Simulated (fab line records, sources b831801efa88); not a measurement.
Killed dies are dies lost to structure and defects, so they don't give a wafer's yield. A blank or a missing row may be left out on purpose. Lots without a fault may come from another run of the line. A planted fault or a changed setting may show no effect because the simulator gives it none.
One fault seen from 2 desks | flow gf180mcu | each desk has only its own numbers; what lay behind them comes last

THE METROLOGY DESK
What the gauges read, lot by lot, whatever tool the lot ran on: means of the sampled wafers that have a number. A lot is out of limits, marked OUT, if its mean lies more than 4 standard deviations from the usual mean; the brackets give that distance.
Columns: A = STI_OXIDATION_THK at GF_STI_THK_MEAS_02, usual 9.98 nm; B = DNWELL_TW at GF_DNWELL_TW_MEAS_09, usual 1362; C = VT_IMPLANT_01_OVL at GF_VT_IMPLANT_OVL_MEAS_18, usual -0.6 nm
lot  | first seen here | A     | B               | C
L884 | day 1 11:34     | 9.96  | 1367            | 0.3
L887 | day 2 05:02     | 10.20 | 1357            | -0.2
L888 | day 2 09:11     | 9.81  | 1368            | -2.0
L889 | day 2 12:32     | 10.12 | 1359            | -1.3
L890 | day 2 18:08     | 9.91  | 1356            | -1.1
L893 | day 3 08:53     | 9.79  | 1359            | 0.5
L894 | day 3 13:31     | 10.16 | 1363            | -1.6
L895 | day 3 18:31     | 10.00 | 1361            | -1.6
L896 | day 4 00:01     | 10.05 | 1354            | -1.0
L897 | day 4 04:31     | 9.96  | 1351            | -0.3
L898 | day 4 10:56     | 10.07 | 1416 (+6.9) OUT | -1.0
L899 | day 4 14:31     | 10.05 | 1414 (+6.7) OUT | -0.4
L905 | day 5 20:31     | 9.74  | 1424 (+8.0) OUT | -1.6
L907 | day 6 06:31     | 9.75  | 1362            | -0.4
This desk's finding: out of limits on L898, L899, L905; first on L898, day 6 02:59 (DNWELL_TW at GF_DNWELL_TW_MEAS_09). In limits: L884, L887, L888, L889, L890, L893, L894, L895, L896, L897, L907.

THE TOOL OWNER'S DESK: implanter-03
The tool's own readings at GF_DNWELL_IMPLANT_07: means of the sampled wafers that have a number, for each lot that ran on this tool. A lot is out of limits, marked OUT, if its mean lies more than 4 standard deviations from the usual mean; the brackets give that distance.
Columns: A = beam_on_s at GF_DNWELL_IMPLANT_07, usual 10.01 s; B = faraday_current_uA at GF_DNWELL_IMPLANT_07, usual 56.3
lot  | first seen here | A                | B
L884 | day 2 19:56     | 10.08            | 55.8
L887 | day 3 17:21     | 10.09            | 55.9
L890 | day 4 03:02     | 10.06            | 56.1
L893 | day 4 17:24     | 10.18            | 55.4
L894 | day 4 23:56     | 10.02            | 56.4
L895 | day 5 05:02     | 10.12            | 55.7
L896 | day 5 10:33     | 9.85             | 57.2
L898 | day 6 02:44     | 11.46 (+7.3) OUT | 49.8 (-6.0) OUT
L899 | day 6 05:29     | 11.20 (+5.9) OUT | 50.8 (-5.0) OUT
L905 | day 7 08:44     | 11.35 (+6.7) OUT | 50.8 (-5.0) OUT
This desk's finding: out of limits on L898, L899, L905; first on L898, day 6 02:44 (beam_on_s at GF_DNWELL_IMPLANT_07). In limits: L884, L887, L890, L893, L894, L895, L896.

PUT TOGETHER
The tool owner's desk could have raised an alarm at day 6 02:44, on L898, L899, L905.
The metrology desk could have raised an alarm at day 6 02:59, on L898, L899, L905.
Of the lots named, all ran GF_DNWELL_IMPLANT_07 on implanter-03.

WHAT THE SIMULATOR HAD PUT IN
Process parameter drift: implanter-03, from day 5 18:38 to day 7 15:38, at GF_DNWELL_IMPLANT_07. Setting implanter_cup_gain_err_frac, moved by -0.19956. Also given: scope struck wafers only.
Lots struck among those shown: L898, L899, L905.
Hours from the fault's start to each desk's first reading out of limits: the tool owner's desk, 8; the metrology desk, 8.
